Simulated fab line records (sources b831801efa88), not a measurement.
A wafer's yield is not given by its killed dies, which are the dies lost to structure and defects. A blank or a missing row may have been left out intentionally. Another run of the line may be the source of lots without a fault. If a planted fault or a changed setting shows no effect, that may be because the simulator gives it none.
fab line records	flow sky130
[record] lots = 6	wafers = 18	last-day = 50
route steps=708 shown PASSIVATION@691 PAD_OPEN@694
lots untouched by any fault: they come from a run of this same line in which no faults occurred
start-h: start of the lot's first displayed wafer, in hours after the record's first day	wait-h: time in hours since the lot's previous step	" the same as in the row above	L1.1+2: a single row standing in for several wafers	- no value, or no start given	* or withheld: withheld	< > ~ a bound
route shown NAME@n: NAME is a module with steps in the file, n the number in the route of the first one	usual: mean/standard deviation taken from wafers without a fault	same: alike in all rows	chamber/n: place in a boat	sites: readings site by site	_std_site: standard deviation of those values	_edge_site: the outer-site mean with the inner-site mean subtracted	radius-mm: for every site, how far away it sits from the centre of the wafer	mask NAME#n: copy n	behind: the tool/chamber that last shaped the wafer	hold: the reason the lot was held/the length of the hold in hours/how it ended	device: whichever transistor did not switch (one of n, p or np)	end of line: tests run on the same wafers once the route is complete	for a step that has no rows: nothing shown but its recipe	killed: at the first sort, the dies lost to defects and structure; wafer yield is something else	map: a wafer's dies, marking killed ones x, the rest . and places with no die _
set.NAME: setting as actually run; set.NAME@STEP: the setting as run at that earlier step	model.NAME: the simulator's own value behind a step, which no gauge read
lots at some steps of the route; a table a step, a row a wafer
services: a tool's chamber out of use, with start hour (start-h, from the record's first day; less than 0 if before it), hours out, and reason
[[steps]]
[step SKY_PASSIVATION_DEVELOP_10]
[recipe] develop-time-s = 60	dev-temp-c = 23
[step SKY_PASSIVATION_ETCH_11]
[recipe] chemistry = CF4/O2	target-depth-nm = 725	stop-on = AlCu	source-w = 800	bias-w = 150	pressure-mtorr = 150	cf4-flow-sccm = 80	O2_flow_sccm = 10	time-s = 161.1
[usual] drypump-motor-current-A = 5.8/0.42	oes-product-au = 0.974/0.0084	throttle-valve-pct = 5.964/0.0089
lot.wafer	tool	chamber	start-h	wait-h	drypump-motor-current-A	oes-product-au	rf-hours-counter-h	throttle-valve-pct
L843.4	rie-diel-03	0	1071.97	-	6.4	0.985	4	5.976
L843.5	"	0	"	"	6.4	0.987	-	5.964
L843.6	"	1	"	"	6.0	0.972	-	5.951
L856.1	rie-diel-02	3	1151.17	-	5.4	0.970	12	5.951
L856.2	"	1	"	"	6.1	0.974	20	5.948
L856.6	"	3	"	"	5.4	0.962	-	5.983
L857.1	rie-diel-02	2	1153.81	-	5.8	0.954	30	5.969
L857.2	"	3	"	"	5.4	0.964	12	5.959
L857.3	"	1	"	"	6.1	0.964	20	5.958
L859.2	rie-diel-03	1	1159.69	-	6.0	0.967	4	5.957
L859.3	"	3	"	"	5.9	0.974	14	5.967
L859.6	"	0	"	"	6.4	0.988	-	5.969
L862.2	rie-diel-02	0	1170.96	-	6.0	0.962	16	5.959
L862.5	"	2	"	"	5.8	0.971	-	5.961
L862.6	"	1	"	"	6.2	0.975	-	5.958
L863.4	rie-diel-01	0	1178.79	-	5.7	0.983	8	5.955
L863.5	"	0	"	"	5.7	0.973	-	5.943
L863.6	"	3	"	"	4.9	0.974	-	5.976
[step SKY_PASSIVATION_STRIP_12]
[recipe] chemistry = O2/N2	power-w = 1400	pressure-mtorr = 1500	platen-temp-c = withheld	overash-fraction = 0.7	o2-flow-sccm = 3000	n2-flow-sccm = 300
[usual] chamber-pressure-mTorr = 1500.0/1.3	drypump-motor-current-A = 5.87/0.3	oes-product-au = 0.661/0.0045	strip-time-to-endpoint-s = 31.52/0.15
lot.wafer	tool	chamber	start-h	wait-h	chamber-pressure-mTorr	drypump-motor-current-A	oes-product-au	rf-hours-counter-h	strip-time-to-endpoint-s
L843.4	plasma-asher-02	0	1072.11	0.1	1500.2	6.38	0.656	-	31.28
L843.5	"	0	"	"	1502.0	6.40	0.659	-	31.38
L843.6	"	1	"	"	1499.0	5.54	0.662	-	31.41
L856.1	plasma-asher-04	0	1151.28	0.1	1500.9	6.07	0.658	8	31.46
L856.2	"	1	"	"	1498.9	5.99	0.662	8	31.49
L856.6	"	1	"	"	1501.9	5.99	0.664	-	31.41
L857.1	plasma-asher-04	0	1153.92	0.1	1499.9	6.04	0.663	9	31.43
L857.2	"	1	"	"	1498.9	5.98	0.662	9	31.49
L857.3	"	0	"	"	1502.4	6.06	0.662	-	31.48
L859.2	plasma-asher-02	0	1159.80	0.1	1502.2	6.39	0.663	43	31.45
L859.3	"	0	"	"	1502.2	6.38	0.663	-	31.49
L859.6	"	1	"	"	1501.0	5.52	0.651	-	31.33
L862.2	plasma-asher-01	1	1171.07	0.1	1500.6	5.75	0.669	69	31.48
L862.5	"	1	"	"	1498.6	5.73	0.661	-	31.44
L862.6	"	0	"	"	1500.6	5.73	0.660	-	31.50
L863.4	plasma-asher-02	1	1178.93	0.1	1499.5	5.51	0.666	-	31.45
L863.5	"	1	"	"	1500.6	5.52	0.652	-	31.47
L863.6	"	0	"	"	1500.9	6.38	0.657	-	31.56
[step SKY_PAD_OPEN_DEHYDRATE_00]
[recipe] temp-c = 200	time-s = 60
[step SKY_PAD_OPEN_HMDS_01]
[recipe] prime-time-s = 60	prime-temp-c = 120
[step SKY_PAD_OPEN_COAT_02]
[recipe] spin-rpm = 2000	resist-thk-nm = 3000
[step SKY_PAD_OPEN_SOFTBAKE_03]
[recipe] temp-c = 110	time-s = withheld
[step SKY_PAD_OPEN_EXPOSE_04]
[recipe] mask-id = PDM	target-cd-nm = 60000	na = 0.57	dose-mj = 260
[step SKY_PAD_OPEN_PEB_05]
[recipe] temp-c = 115	time-s = withheld
[step SKY_PAD_OPEN_DEVELOP_06]
[recipe] develop-time-s = 60	dev-temp-c = 23
[step SKY_PAD_OPEN_ETCH_07]
[recipe] chemistry = CF4/O2	target-depth-nm = 725	stop-on = AlCu	source-w = 800	bias-w = 150	pressure-mtorr = 150	cf4-flow-sccm = 80	O2_flow_sccm = 10	time-s = 161.1
[usual] drypump-motor-current-A = 5.7/0.5	oes-product-au = 0.975/0.007	throttle-valve-pct = 5.963/0.0098
lot.wafer	tool	chamber	start-h	wait-h	drypump-motor-current-A	oes-product-au	rf-hours-counter-h	throttle-valve-pct
L843.4	rie-diel-03	1	1092.81	-	6.0	0.980	1	5.962
L843.5	"	0	"	"	6.4	0.981	-	5.958
L843.6	"	1	"	"	6.0	0.973	-	5.955
L856.1	rie-diel-03	1	1168.21	-	6.0	0.977	4	5.952
L856.2	"	2	"	"	6.0	0.973	17	5.950
L856.6	"	0	"	"	6.4	0.968	-	5.958
L857.1	rie-diel-03	1	1171.87	-	6.0	0.951	4	5.972
L857.2	"	2	"	"	6.0	0.963	17	5.943
L857.3	"	0	"	"	6.4	0.975	7	5.947
L859.2	rie-diel-03	1	1176.71	-	6.0	0.971	4	5.968
L859.3	"	0	"	"	6.4	0.971	8	5.975
L859.6	"	1	"	"	6.0	0.974	-	5.971
L862.2	rie-diel-04	1	1187.02	-	4.9	0.968	28	5.940
L862.5	"	1	"	"	4.9	0.968	-	5.963
L862.6	"	0	"	"	5.5	0.982	-	5.968
L863.4	rie-diel-02	3	1194.72	-	5.4	0.978	-	5.968
L863.5	"	1	"	"	6.2	0.964	-	5.947
L863.6	"	0	"	"	6.0	0.983	-	5.971
[step SKY_PAD_OPEN_STRIP_08]
[recipe] chemistry = O2/N2	power-w = 1400	pressure-mtorr = 1500	platen-temp-c = withheld	overash-fraction = 0.7	o2-flow-sccm = 3000	n2-flow-sccm = 300
[usual] chamber-pressure-mTorr = 1500.1/1.4	drypump-motor-current-A = 6.01/0.24	oes-product-au = 0.663/0.0043
lot.wafer	tool	chamber	start-h	wait-h	chamber-pressure-mTorr	drypump-motor-current-A	oes-product-au	rf-hours-counter-h
L843.4	plasma-asher-02	1	1092.95	0.1	1498.0	5.51	0.666	-
L843.5	"	0	"	"	1501.7	6.37	0.653	-
L843.6	"	1	"	"	1500.9	5.49	0.662	-
L856.1	plasma-asher-02	1	1168.32	0.1	1502.2	5.52	0.670	44
L856.2	"	0	"	"	1498.3	6.37	0.663	44
L856.6	"	0	"	"	1501.1	6.37	0.665	-
L857.1	plasma-asher-02	0	1171.97	0.1	1500.8	6.37	0.661	44
L857.2	"	1	"	"	1498.1	5.52	0.658	44
L857.3	"	1	"	"	1501.0	5.54	0.656	-
L859.2	plasma-asher-03	0	1176.82	0.1	1500.7	6.15	0.657	102
L859.3	"	0	"	"	1501.6	6.17	0.663	-
L859.6	"	1	"	"	1501.8	5.94	0.664	-
L862.2	plasma-asher-02	0	1187.12	0.1	1500.4	6.37	0.663	45
L862.5	"	1	"	"	1498.1	5.53	0.671	-
L862.6	"	0	"	"	1501.0	6.36	0.668	-
L863.4	plasma-asher-04	1	1194.81	0.0	1501.5	6.00	0.672	-
L863.5	"	1	"	"	1503.2	5.99	0.656	-
L863.6	"	0	"	"	1499.6	6.05	0.661	-
[step SKY_PAD_OPEN_STRIP_09]
[recipe] chemistry = post-etch-residue-remover	time-s = 1200	temp-c = 72.5
[usual] bath-guard-temp-C = 72.9/0.72	bath-heat-duty-pct = 15.0/1.6
lot.wafer	tool	chamber	start-h	wait-h	bath-guard-temp-C	bath-heat-duty-pct
L843.4	wet-bench-01	2	1093.02	0.0	74.0	15.4
L843.5	"	2	"	"	74.5	15.1
L843.6	"	2	"	"	74.0	15.5
L856.1	wet-bench-04	1	1168.46	0.1	-	-
L856.2	"	1	"	"	-	-
L856.6	"	1	"	"	-	-
L857.1	wet-bench-04	0	1172.07	0.1	-	-
L857.2	"	0	"	"	-	-
L857.3	"	0	"	"	-	-
L859.2	wet-bench-01	2	1176.92	0.1	73.9	14.9
L859.3	"	2	"	"	74.0	14.3
L859.6	"	2	"	"	74.3	15.8
L862.2	wet-bench-01	2	1187.22	0.1	73.8	13.8
L862.5	"	2	"	"	73.8	14.7
L862.6	"	2	"	"	73.9	15.5
L863.4	wet-bench-04	1	1194.92	0.1	71.8	14.0
L863.5	"	1	"	"	71.9	15.7
L863.6	"	1	"	"	71.9	15.9
[step SKY_PAD_OPEN_CLEAN_10]
[recipe] chemistry = IPA	time-s = 180	temp-c = 25
[step SKY_PAD_OPEN_PROBE_99]
[usual] defect-limited-yield = 82.5/2	killed_at_M0_to_M3 = 43/7.6	killed_at_M4_up = 2.8/1.9	killed-at-contacts = 24/4.7	killed-at-front-end = 16/4.4	killed-at-other = 0.2/0.4	killed-dies = 86/9.9	killed-open = 47/8.2	killed-short = 39/6.3	sort_bin_3_pad_short = 0.8/0.42	sort_bin_5_function = 10.4/1.5	sort_bin_6_memory = 6.2/1.2	sort-n-pass = 406/9.9	sort-yield-pct = 82.5/2
[same] gross-dies = 492	killed-at-back-side = 0	sort_bin_4_leakage[%] = 0	sort_bin_8_speed[%] = 0
lot.wafer	tool	chamber	start-h	wait-h	defect-limited-yield[%]	killed_at_M0_to_M3	killed_at_M4_up	killed-at-contacts	killed-at-front-end	killed-at-other	killed-dies	killed-open	killed-short	sort_bin_3_pad_short[%]	sort_bin_5_function[%]	sort_bin_6_memory[%]	sort-n-pass	sort-yield-pct[%]
L843.4	prober-01	-	1095.28	0.2	83.5	44	2	22	12	1	81	45	36	1.4	9.3	5.7	411	83.5
L843.5	prober-01	-	1095.33	0.2	78.7	69	1	25	10	0	105	62	43	1.4	11.2	8.7	387	78.7
L843.6	prober-01	-	1095.38	0.2	84.1	38	1	27	12	0	78	42	36	1.0	10.2	4.7	414	84.1
L856.1	prober-01	-	1170.57	0.1	81.9	46	1	27	15	0	89	48	41	0.6	11.6	5.9	403	81.9
L856.2	prober-01	-	1170.62	0.1	84.8	40	0	25	10	0	75	43	32	1.0	9.6	4.7	417	84.8
L856.6	prober-01	-	1170.82	0.2	84.3	37	0	25	15	0	77	50	27	1.4	9.3	4.9	415	84.3
L857.1	prober-02	-	1174.19	0.1	83.3	40	1	26	14	1	82	48	34	0.4	9.6	6.7	410	83.3
L857.2	prober-02	-	1174.24	0.1	82.3	51	1	19	16	0	87	51	36	0.8	10.4	6.5	405	82.3
L857.3	prober-02	-	1174.29	0.2	84.3	39	1	20	17	0	77	45	32	0.6	8.1	6.9	415	84.3
L859.2	prober-02	-	1179.35	0.1	81.9	52	2	24	11	0	89	60	29	0.6	9.3	8.1	403	81.9
L859.3	prober-02	-	1179.40	0.2	82.5	41	3	23	18	1	86	41	45	0.6	10.8	6.1	406	82.5
L859.6	prober-02	-	1179.55	0.2	83.3	44	1	20	17	0	82	49	33	1.2	8.7	6.7	410	83.3
L862.2	prober-01	-	1189.39	0.1	83.3	44	1	29	8	0	82	45	37	0.6	10.4	5.7	410	83.3
L862.5	prober-01	-	1189.54	0.2	82.7	34	2	34	15	0	85	54	31	0.8	10.4	6.1	407	82.7
L862.6	prober-01	-	1189.59	0.2	78.9	62	4	24	14	0	104	49	55	0.8	12.8	7.5	388	78.9
L863.4	prober-02	-	1197.18	0.2	80.5	44	2	32	17	1	96	47	49	1.8	11.0	6.7	396	80.5
L863.5	prober-02	-	1197.23	0.2	81.1	50	1	29	13	0	93	48	45	0.6	10.8	7.5	399	81.1
L863.6	prober-02	-	1197.28	0.2	83.5	43	1	17	20	0	81	48	33	0.8	11.2	4.5	411	83.5
// killed by level:class
L843.4 VIA1:geometric-particle:open=11 METAL2:geometric-particle:short=8 LI_CONTACT:geometric-particle:open=7 CONTACT:geometric-particle:open=6 VIA2:geometric-particle:open=6 VIA3:geometric-particle:open=5 CONTACT:geometric-particle:short=5 VIA1:geometric-particle:short=5
L843.5 VIA1:geometric-particle:open=17 VIA3:geometric-particle:open=13 METAL2:geometric-particle:short=11 VIA1:geometric-particle:short=8 CONTACT:geometric-particle:open=7 VIA2:geometric-particle:open=7 LI_CONTACT:geometric-particle:open=6 LOCAL_INTERCONNECT:geometric-particle:short=5
L843.6 VIA1:geometric-particle:open=11 VIA2:geometric-particle:open=8 LI_CONTACT:geometric-particle:open=7 CONTACT:geometric-particle:open=7 LI_CONTACT:geometric-particle:short=5 FIELD_ISO:geometric-particle:short=4 POLY_GATE:geometric-particle:open=4 LOCAL_INTERCONNECT:geometric-particle:short=4
L856.1 VIA1:geometric-particle:open=10 CONTACT:geometric-particle:open=8 LI_CONTACT:geometric-particle:open=8 VIA3:geometric-particle:open=7 VIA1:geometric-particle:short=6 METAL1:geometric-particle:short=6 VIA2:geometric-particle:open=6 POLY_GATE:geometric-particle:short=5
L856.2 VIA1:geometric-particle:open=12 CONTACT:geometric-particle:open=8 LI_CONTACT:geometric-particle:open=7 METAL2:geometric-particle:short=7 METAL1:geometric-particle:short=6 FIELD_ISO:geometric-particle:short=4 LOCAL_INTERCONNECT:geometric-particle:short=4 VIA3:geometric-particle:open=4
L856.6 VIA1:geometric-particle:open=11 CONTACT:geometric-particle:open=10 LI_CONTACT:geometric-particle:open=8 VIA2:geometric-particle:open=7 POLY_GATE:geometric-particle:open=6 POLY_GATE:geometric-particle:short=6 VIA3:geometric-particle:open=5 CONTACT:geometric-particle:short=4
L857.1 METAL2:geometric-particle:short=9 CONTACT:geometric-particle:open=8 VIA2:geometric-particle:open=8 VIA1:geometric-particle:open=7 LI_CONTACT:geometric-particle:open=7 POLY_GATE:geometric-particle:open=5 LOCAL_INTERCONNECT:geometric-particle:short=5 FIELD_ISO:geometric-particle:open=4
L857.2 VIA1:geometric-particle:open=9 VIA2:geometric-particle:open=8 VIA1:geometric-particle:short=7 VIA3:geometric-particle:open=7 METAL1:geometric-particle:short=6 LOCAL_INTERCONNECT:geometric-particle:short=6 CONTACT:geometric-particle:open=6 FIELD_ISO:geometric-particle:open=5
L857.3 VIA1:geometric-particle:open=8 CONTACT:geometric-particle:open=7 LI_CONTACT:geometric-particle:open=6 VIA3:geometric-particle:open=6 VIA1:geometric-particle:short=6 METAL2:geometric-particle:short=6 POLY_GATE:geometric-particle:open=5 FIELD_ISO:geometric-particle:short=4
L859.2 CONTACT:geometric-particle:open=12 VIA1:geometric-particle:open=12 VIA2:geometric-particle:open=9 VIA3:geometric-particle:open=8 POLY_GATE:geometric-particle:open=5 METAL2:geometric-particle:short=5 LI_CONTACT:geometric-particle:open=4 VIA1:geometric-particle:short=4
L859.3 VIA1:geometric-particle:open=9 CONTACT:geometric-particle:open=7 CONTACT:geometric-particle:short=7 METAL1:geometric-particle:short=6 VIA2:geometric-particle:open=6 VIA3:geometric-particle:open=6 FIELD_ISO:geometric-particle:short=5 POLY_GATE:geometric-particle:short=5
L859.6 VIA1:geometric-particle:open=11 VIA3:geometric-particle:open=9 VIA2:geometric-particle:open=8 CONTACT:geometric-particle:open=7 FIELD_ISO:geometric-particle:open=6 VIA1:geometric-particle:short=6 FIELD_ISO:geometric-particle:short=5 LOCAL_INTERCONNECT:geometric-particle:short=5
L862.2 CONTACT:geometric-particle:open=14 VIA1:geometric-particle:open=11 METAL2:geometric-particle:short=11 CONTACT:geometric-particle:short=5 VIA3:geometric-particle:open=5 LI_CONTACT:geometric-particle:open=4 LOCAL_INTERCONNECT:geometric-particle:short=4 METAL1:geometric-particle:short=4
L862.5 CONTACT:geometric-particle:open=11 VIA1:geometric-particle:open=11 LI_CONTACT:geometric-particle:open=8 FIELD_ISO:geometric-particle:open=7 CONTACT:geometric-particle:short=7 VIA3:geometric-particle:open=6 LOCAL_INTERCONNECT:geometric-particle:short=5 VIA2:geometric-particle:open=4
L862.6 VIA3:geometric-particle:open=11 METAL2:geometric-particle:short=11 VIA1:geometric-particle:open=10 CONTACT:geometric-particle:open=8 CONTACT:geometric-particle:short=6 METAL1:geometric-particle:short=6 VIA3:geometric-particle:short=5 VIA1:geometric-particle:short=5
L863.4 CONTACT:geometric-particle:open=9 METAL1:geometric-particle:short=9 LI_CONTACT:geometric-particle:open=8 VIA1:geometric-particle:open=8 CONTACT:geometric-particle:short=7 FIELD_ISO:geometric-particle:open=5 VIA3:geometric-particle:short=5 VIA3:geometric-particle:open=5
L863.5 CONTACT:geometric-particle:open=11 VIA1:geometric-particle:open=10 METAL2:geometric-particle:short=9 CONTACT:geometric-particle:short=8 VIA3:geometric-particle:open=7 LOCAL_INTERCONNECT:geometric-particle:short=5 VIA1:geometric-particle:short=5 FIELD_ISO:geometric-particle:open=4
L863.6 VIA2:geometric-particle:open=9 VIA3:geometric-particle:open=8 VIA1:geometric-particle:open=7 FIELD_ISO:geometric-particle:short=6 CONTACT:geometric-particle:open=6 METAL2:geometric-particle:short=5 POLY_GATE:geometric-particle:short=4 LI_CONTACT:geometric-particle:open=4
[[services]]
tool	chamber	start-h	hours	kind
plasma-asher-03	-	1050.57	5.4	repair
plasma-asher-04	-	1055.25	9.0	pm
plasma-asher-04	0	1055.25	9.0	vent-cycle
plasma-asher-04	1	1055.25	9.0	vent-cycle
plasma-asher-04	0	1064.25	-	clean
plasma-asher-04	1	1064.25	-	clean
plasma-asher-02	-	1085.28	0.6	repair
rie-diel-01	2	1099.52	9.9	repair
rie-diel-03	2	1104.24	13.3	repair
rie-diel-04	1	1140.18	8.6	repair
rie-diel-02	2	1140.81	2.5	repair
rie-diel-04	0	1145.42	4.0	repair
rie-diel-04	-	1171.57	14.6	pm
rie-diel-02	2	1180.47	-	clean
rie-diel-02	2	1180.47	-	consumable-replace:focus-ring
rie-diel-02	2	1180.47	15.0	scheduled-down
rie-diel-02	2	1180.47	15.0	vent-cycle
wet-bench-04	-	1186.39	1.7	repair
rie-diel-01	2	1188.97	5.4	repair
rie-diel-04	0	1189.29	5.7	repair
[[key]]
[first-sign] step = SKY_PAD_OPEN_STRIP_09	reading = tool-record	direction = missing
effect none on later readings
met-at SKY_PAD_OPEN_STRIP_09
struck-wafers L856.1,L856.2,L856.6,L857.1,L857.2,L857.3
[fault] kind = skipped-step-whole	tool = wet-bench-04	chamber = -	onset-h = 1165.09	steps = SKY_PAD_OPEN_STRIP_09	scope = struck-lots-only
